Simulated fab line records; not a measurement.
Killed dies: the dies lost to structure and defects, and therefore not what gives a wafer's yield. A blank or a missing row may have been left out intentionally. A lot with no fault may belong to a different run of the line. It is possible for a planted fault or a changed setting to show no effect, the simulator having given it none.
2 desks looking at one fault -- flow gf180mcu -- numbers are kept per desk, each desk with only its own; the story behind them comes last

== AT THE METROLOGY DESK ==
What the gauges read, lot by lot, whatever tool the lot ran on: means of the sampled wafers that have a number. A lot is out of limits, marked OUT, if its mean lies more than 4 standard deviations from the usual mean; the brackets give that distance.
Columns: A = V1_BOW at GF_V1_BOW_MEAS_05, usual 83 um; B = cd_nm at GF_V1_CD_MEAS_14, usual 260.3 nm
lot,first seen here,A,B
L935,day 17 06:58,75,260.2
L936,day 17 17:56,79,260.5
L937,day 18 01:20,84,260.4
L939,day 19 05:56,90,261.2
L942,day 20 05:34,73,260.4
L943,day 20 13:16,81,259.8
L944,day 21 03:50,83,259.5
L950,day 23 04:57,72,233.6 (-27) OUT
L951,day 23 17:04,89,258.6
L952,day 23 21:57,72,261.6
L953,day 23 23:04,80,258.9
L954,day 24 07:46,81,260.6
L957,day 25 03:19,80,260.7
Finding of this desk: L950 out of limits; the first was L950 at day 24 03:42, on cd_nm at GF_V1_CD_MEAS_14. Within limits: L935, L936, L937, L939, L942, L943, L944, L951, L952, L953, L954, L957.

== AT THE TOOL OWNER'S DESK: litho_track-04 ==
At GF_V1_SOFTBAKE_10 (time 60 s), the tool's own readings, given per lot that ran on this tool as the mean of the sampled wafers with a number. A lot is out of limits, marked OUT, if its mean lies more than 4 standard deviations from the usual mean; the brackets give that distance.
Columns: A = heater_power_total_W at GF_V1_SOFTBAKE_10, usual 93.06 W; B = plate_temp_C at GF_V1_SOFTBAKE_10, usual 130.02 C
lot,first seen here,A,B
L935,day 17 18:00,93.01,129.82
L937,day 18 13:00,93.03,129.94
L939,day 19 18:00,93.08,129.98
L942,day 20 17:00,93.09,130.31
L944,day 21 15:00,93.09,129.97
L950,day 23 16:00,76.03 (-99 or more) OUT,111.54 (-99 or more) OUT
Finding of this desk: L950 out of limits; the first was L950 at day 23 16:00, on heater_power_total_W at GF_V1_SOFTBAKE_10. Within limits: L935, L937, L939, L942, L944.

== PUT TOGETHER ==
On L950, at day 23 16:00, an alarm was possible from the tool owner's desk.
An alarm was possible from the metrology desk at day 24 03:42, on L950.
All the named lots went through GF_V1_SOFTBAKE_10 on litho_track-04.

== WHAT HAD BEEN PUT IN BY THE SIMULATOR ==
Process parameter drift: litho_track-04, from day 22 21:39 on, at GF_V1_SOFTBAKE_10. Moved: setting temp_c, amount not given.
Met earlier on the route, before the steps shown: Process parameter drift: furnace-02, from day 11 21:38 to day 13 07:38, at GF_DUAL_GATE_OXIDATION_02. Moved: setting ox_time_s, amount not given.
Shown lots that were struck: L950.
Fault start to first reading out of limits, in hours, per desk: tool owner, 18; metrology, 30.
